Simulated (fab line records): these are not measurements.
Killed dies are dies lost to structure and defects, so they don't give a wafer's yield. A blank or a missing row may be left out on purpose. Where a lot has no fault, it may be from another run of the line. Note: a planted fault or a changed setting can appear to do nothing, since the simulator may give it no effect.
Which tool did it? -- flow sky130 -- 11 lots, 31 wafers sampled, at 4 steps of a route of 708

== WHAT THE GAUGES SHOWED, per wafer ==
SKY_VIA4_THK_MEAS_01.
lot,measured,on,VIA4_HDPCVD_THK (nm)
L610,day 42 06:23,film metro-01,1738 1756 1746
L611,day 42 06:59,film metro-02,1752 1745 1742
L614,day 42 16:14,film metro-01,1759 1756 1722
L615,day 43 08:49,film metro-02,1740 1880 1886
L616,day 43 13:14,film metro-01,1921 1929
L618,day 43 21:49,film metro-03,1921 1780
L629,day 46 19:55,film metro-03,1765 1758 1761
L630,day 46 20:37,film metro-01,1762 1752 1755
L631,day 47 08:57,film metro-01,1760 1745 1766
L632,day 47 12:03,film metro-01,1748 1770 1759
L633,day 47 17:42,film metro-02,1764 1769 1751

== EACH LOT AND THE TOOL THAT RAN IT (in order: tool; ch and the chambers of the sampled wafers; start) ==
lot,SKY_CAP2M_SPUTTER_02,SKY_CAP2M_STRIP_14,SKY_VIA4_HDPCVD_00
L610,"pvd sputter-04, day 40 03:59","plasma asher-01 ch 0,1, day 41 04:23","hdpcvd-01 ch 0,1,2, day 42 06:13"
L611,"pvd sputter-02, day 40 05:17","plasma asher-03 ch 1, day 41 05:20","hdpcvd-01 ch 1,2, day 42 06:48"
L614,"pvd sputter-02, day 40 15:56","plasma asher-01 ch 0, day 41 15:25","hdpcvd-01 ch 1,2, day 42 16:03"
L615,"pvd sputter-02, day 41 08:07","plasma asher-04 ch 0,1, day 42 07:58","hdpcvd-01 ch 0,2, day 43 08:38"
L616,"pvd sputter-04, day 41 12:34","plasma asher-03 ch 0,1, day 42 12:31","hdpcvd-01 ch 0,2, day 43 13:03"
L618,"pvd sputter-04, day 41 22:25","plasma asher-04 ch 1, day 42 21:29","hdpcvd-01 ch 0,1, day 43 21:37"
L629,"pvd sputter-04, day 45 00:29","plasma asher-04 ch 0,1, day 45 21:53","hdpcvd-01 ch 1,2, day 46 19:43"
L630,"pvd sputter-03, day 45 00:35","plasma asher-03 ch 0,1, day 45 22:10","hdpcvd-01 ch 0,1,2, day 46 20:26"
L631,"pvd sputter-04, day 45 13:29","plasma asher-01 ch 0,1, day 46 10:55","hdpcvd-01 ch 1,2, day 47 08:45"
L632,"pvd sputter-04, day 45 17:20","plasma asher-03 ch 0,1, day 46 13:43","hdpcvd-01 ch 0,1,2, day 47 11:52"
L633,"pvd sputter-02, day 45 23:26","plasma asher-01 ch 0,1, day 46 20:07","hdpcvd-01 ch 1,2, day 47 17:31"
- SKY_CAP2M_SPUTTER_02: material TiN, target thk 200 nm, time 166.7 s.
- SKY_CAP2M_STRIP_14: strips in O2/N2.
- SKY_VIA4_HDPCVD_00: deposits SiO2, target thk 1750 nm, time 291.7 s.

== WHAT THE TOOLS THEMSELVES READ (means of the sampled wafers that have a number; where no wafer has one, the mark that the record gives instead) ==
SKY_CAP2M_SPUTTER_02.
lot,tool,throttle valve pct (%)
L610,pvd sputter-04,30.2
L611,pvd sputter-02,28.6
L614,pvd sputter-02,28.8
L615,pvd sputter-02,28.7
L616,pvd sputter-04,29.4
L618,pvd sputter-04,30.4
L629,pvd sputter-04,30.6
L630,pvd sputter-03,29.3
L631,pvd sputter-04,29.6
L632,pvd sputter-04,30.3
L633,pvd sputter-02,28.6

SKY_CAP2M_STRIP_14.
lot,tool,drypump motor current A (A),oes product au (a.u.),strip time to endpoint s (s)
L610,plasma asher-01,5.68,0.712,12.71
L611,plasma asher-03,5.20,0.710,12.67
L614,plasma asher-01,5.33,0.713,12.66
L615,plasma asher-04,5.74,0.709,12.66
L616,plasma asher-03,5.29,0.710,12.67
L618,plasma asher-04,5.86,0.708,12.75
L629,plasma asher-04,5.79,0.712,12.70
L630,plasma asher-03,5.25,0.709,12.61
L631,plasma asher-01,5.50,0.713,12.67
L632,plasma asher-03,5.34,0.709,12.67
L633,plasma asher-01,5.66,0.712,12.76

SKY_VIA4_HDPCVD_00.
lot,tool,pressure mtorr (mTorr),run length s (s),sih4 flow sccm (sccm)
L610,hdpcvd-01,5.998,319.7,60.14
L611,hdpcvd-01,5.996,320.1,59.90
L614,hdpcvd-01,6.007,319.1,59.96
L615,hdpcvd-01,6.011,337.4,60.00
L616,hdpcvd-01,6.006,346.3,60.09
L618,hdpcvd-01,6.000,332.5,59.89
L629,hdpcvd-01,5.993,319.7,59.91
L630,hdpcvd-01,5.989,319.6,59.96
L631,hdpcvd-01,5.997,319.4,59.92
L632,hdpcvd-01,5.998,319.9,59.99
L633,hdpcvd-01,5.992,319.8,59.94

== THE ANSWER, worked out from the rows above alone ==
Rule: the usual values come from the lots themselves. The widest of any qualifying gaps counts: lots, ordered by their means at a reading, are off when they make up no more than a third of the lots, leave a main group of 4 or more, and stand apart from it by 3 or more times the standard deviation of that group's means. The tables above print the reading to a certain number of digits; a main group whose means all agree to those digits is not used. Also off: a lot with no number at a reading for which 4 or more lots have one. All remaining lots with rows at the step are treated as sound. After the gauges, taken in route order, come the tools' own readings; for these a lot's mean is taken, as printed above. At the first step where some lot is off, the reading lying furthest off is the one used; lots without a number count as furthest.
Off: L615, L616, L618, at SKY_VIA4_THK_MEAS_01 (VIA4_HDPCVD_THK). The main group has a mean of 1754 nm with a standard deviation of 6.4.
If a tool, at a process step before that reading, ran all the lots that are off and no sound lot after the first of them, it fits. Not tried: the gauges at SKY_VIA4_THK_MEAS_01; whatever is off there is also off at SKY_VIA4_HDPCVD_00, on other tools, and gauge error can't account for it. None of those tried fits.

== WHAT THE SIMULATOR PUT IN ==
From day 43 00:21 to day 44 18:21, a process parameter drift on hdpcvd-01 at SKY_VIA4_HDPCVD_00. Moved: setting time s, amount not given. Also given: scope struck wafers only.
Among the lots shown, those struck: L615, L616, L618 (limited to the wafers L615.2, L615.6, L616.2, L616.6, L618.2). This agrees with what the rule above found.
